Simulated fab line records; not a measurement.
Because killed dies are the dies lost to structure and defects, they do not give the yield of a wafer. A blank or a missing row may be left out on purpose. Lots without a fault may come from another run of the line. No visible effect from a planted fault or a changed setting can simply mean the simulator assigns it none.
Which tool did it? || flow sky130 || 33 wafers from 11 lots sampled at 4 of the route's 708 steps

## WHAT THE GAUGES SHOWED, per wafer
SKY_CONTACT_RS_MEAS_25: uses a four-point probe to measure.
{"lot": "L830", "measured": "day 33 07:52", "on": "film metro-03", "CONTACT_W_RS (ohm/sq)": "0.341 0.339 0.335"}
{"lot": "L829", "measured": "day 33 11:15", "on": "film metro-01", "CONTACT_W_RS (ohm/sq)": "0.201 0.200 0.336"}
{"lot": "L831", "measured": "day 33 12:01", "on": "film metro-01", "CONTACT_W_RS (ohm/sq)": "0.200 0.336 0.338"}
{"lot": "L832", "measured": "day 34 04:12", "on": "film metro-01", "CONTACT_W_RS (ohm/sq)": "0.333 0.201 0.329"}
{"lot": "L833", "measured": "day 34 11:43", "on": "film metro-03", "CONTACT_W_RS (ohm/sq)": "0.340 0.341 0.347"}
{"lot": "L841", "measured": "day 36 17:17", "on": "film metro-04", "CONTACT_W_RS (ohm/sq)": "0.334 0.334 0.340"}
{"lot": "L843", "measured": "day 37 12:26", "on": "film metro-04", "CONTACT_W_RS (ohm/sq)": "0.340 0.345 0.338"}
{"lot": "L842", "measured": "day 37 15:11", "on": "film metro-04", "CONTACT_W_RS (ohm/sq)": "0.341 0.328 0.337"}
{"lot": "L845", "measured": "day 37 23:36", "on": "film metro-01", "CONTACT_W_RS (ohm/sq)": "0.337 0.333 0.335"}
{"lot": "L847", "measured": "day 38 06:35", "on": "film metro-03", "CONTACT_W_RS (ohm/sq)": "0.341 0.341 0.347"}
{"lot": "L848", "measured": "day 38 16:53", "on": "film metro-01", "CONTACT_W_RS (ohm/sq)": "0.335 0.339 0.336"}

## EACH LOT AND THE TOOL THAT RAN IT (in order: tool; ch and the chambers of the sampled wafers; start)
{"lot": "L830", "SKY_POLY_CUT_ETCH_11": "rie diel-02 ch 0,1,2, day 26 04:33", "SKY_LI_CONTACT_ETCH_15": "rie diel-03 ch 1,2,3, day 30 22:22", "SKY_CONTACT_CVD_24": "cvd w-01 ch 0,1, day 33 07:46"}
{"lot": "L829", "SKY_POLY_CUT_ETCH_11": "rie diel-04 ch 1,3, day 26 05:30", "SKY_LI_CONTACT_ETCH_15": "rie diel-02 ch 1,3, day 31 00:18", "SKY_CONTACT_CVD_24": "cvd w-02 ch 0,1, day 33 11:08"}
{"lot": "L831", "SKY_POLY_CUT_ETCH_11": "rie diel-02 ch 0,2,3, day 26 06:27", "SKY_LI_CONTACT_ETCH_15": "rie diel-01 ch 0,3, day 31 01:20", "SKY_CONTACT_CVD_24": "cvd w-02 ch 0,1, day 33 11:55"}
{"lot": "L832", "SKY_POLY_CUT_ETCH_11": "rie diel-02 ch 0,1,3, day 26 11:55", "SKY_LI_CONTACT_ETCH_15": "rie diel-01 ch 2,3, day 31 18:24", "SKY_CONTACT_CVD_24": "cvd w-02 ch 0,1, day 34 04:04"}
{"lot": "L833", "SKY_POLY_CUT_ETCH_11": "rie diel-04 ch 0,2,3, day 27 07:16", "SKY_LI_CONTACT_ETCH_15": "rie diel-03 ch 1,2,3, day 32 02:40", "SKY_CONTACT_CVD_24": "cvd w-01 ch 0,1, day 34 11:37"}
{"lot": "L841", "SKY_POLY_CUT_ETCH_11": "rie diel-04 ch 0,1, day 29 17:42", "SKY_LI_CONTACT_ETCH_15": "rie diel-02 ch 0,1,3, day 34 08:25", "SKY_CONTACT_CVD_24": "cvd w-02 ch 0,1, day 36 17:11"}
{"lot": "L843", "SKY_POLY_CUT_ETCH_11": "rie diel-04 ch 0,1,2, day 30 12:52", "SKY_LI_CONTACT_ETCH_15": "rie diel-03 ch 1,2, day 35 04:04", "SKY_CONTACT_CVD_24": "cvd w-02 ch 0,1, day 37 12:18"}
{"lot": "L842", "SKY_POLY_CUT_ETCH_11": "rie diel-03 ch 0,1,3, day 30 17:12", "SKY_LI_CONTACT_ETCH_15": "rie diel-02 ch 0,1, day 35 06:55", "SKY_CONTACT_CVD_24": "cvd w-02 ch 0,1, day 37 15:04"}
{"lot": "L845", "SKY_POLY_CUT_ETCH_11": "rie diel-02 ch 0,2, day 31 02:25", "SKY_LI_CONTACT_ETCH_15": "rie diel-02 ch 2,3, day 35 14:55", "SKY_CONTACT_CVD_24": "cvd w-02 ch 0, day 37 23:29"}
{"lot": "L847", "SKY_POLY_CUT_ETCH_11": "rie diel-04 ch 0,3, day 31 08:09", "SKY_LI_CONTACT_ETCH_15": "rie diel-02 ch 0,2,3, day 35 22:31", "SKY_CONTACT_CVD_24": "cvd w-02 ch 0,1, day 38 06:28"}
{"lot": "L848", "SKY_POLY_CUT_ETCH_11": "rie diel-02 ch 1,2, day 31 21:48", "SKY_LI_CONTACT_ETCH_15": "rie diel-01 ch 0,2,3, day 36 09:51", "SKY_CONTACT_CVD_24": "cvd w-02 ch 0,1, day 38 16:46"}
- SKY_POLY_CUT_ETCH_11: etches Si3N4 in CF4/CH2F2/Ar, stops on poly-Si, time 42.5 s, target depth 60 nm.
- SKY_LI_CONTACT_ETCH_15: etches PSG in C4F8/O2/Ar, stops on Si, target depth 600 nm.
- SKY_CONTACT_CVD_24: deposits W, target thk 340 nm, time 102.12 s.

## THE ANSWER, worked out from the rows above alone
Rule: usual is defined by the lots themselves. The widest of any qualifying gaps counts: lots, ordered by their means at a reading, are off when they make up no more than a third of the lots, leave a main group of 4 or more, and stand apart from it by 3 or more times the standard deviation of that group's means. A main group whose means are all the same, to the digits that the tables above print for the reading, isn't used. Also off: a lot with no number at a reading for which 4 or more lots have one. Where the step has rows for the other lots, those lots are counted as sound.
Off: L829, L831, L832, at SKY_CONTACT_RS_MEAS_25 (CONTACT_W_RS). For the main group the mean is 0.339 ohm/sq and the standard deviation 0.0031.
If a tool, at a process step before that reading, ran all the lots that are off and no sound lot after the first of them, it fits. The gauges at SKY_CONTACT_RS_MEAS_25 are tried like those tools. Of those tried, none fits.

## WHAT HAD BEEN PUT IN BY THE SIMULATOR
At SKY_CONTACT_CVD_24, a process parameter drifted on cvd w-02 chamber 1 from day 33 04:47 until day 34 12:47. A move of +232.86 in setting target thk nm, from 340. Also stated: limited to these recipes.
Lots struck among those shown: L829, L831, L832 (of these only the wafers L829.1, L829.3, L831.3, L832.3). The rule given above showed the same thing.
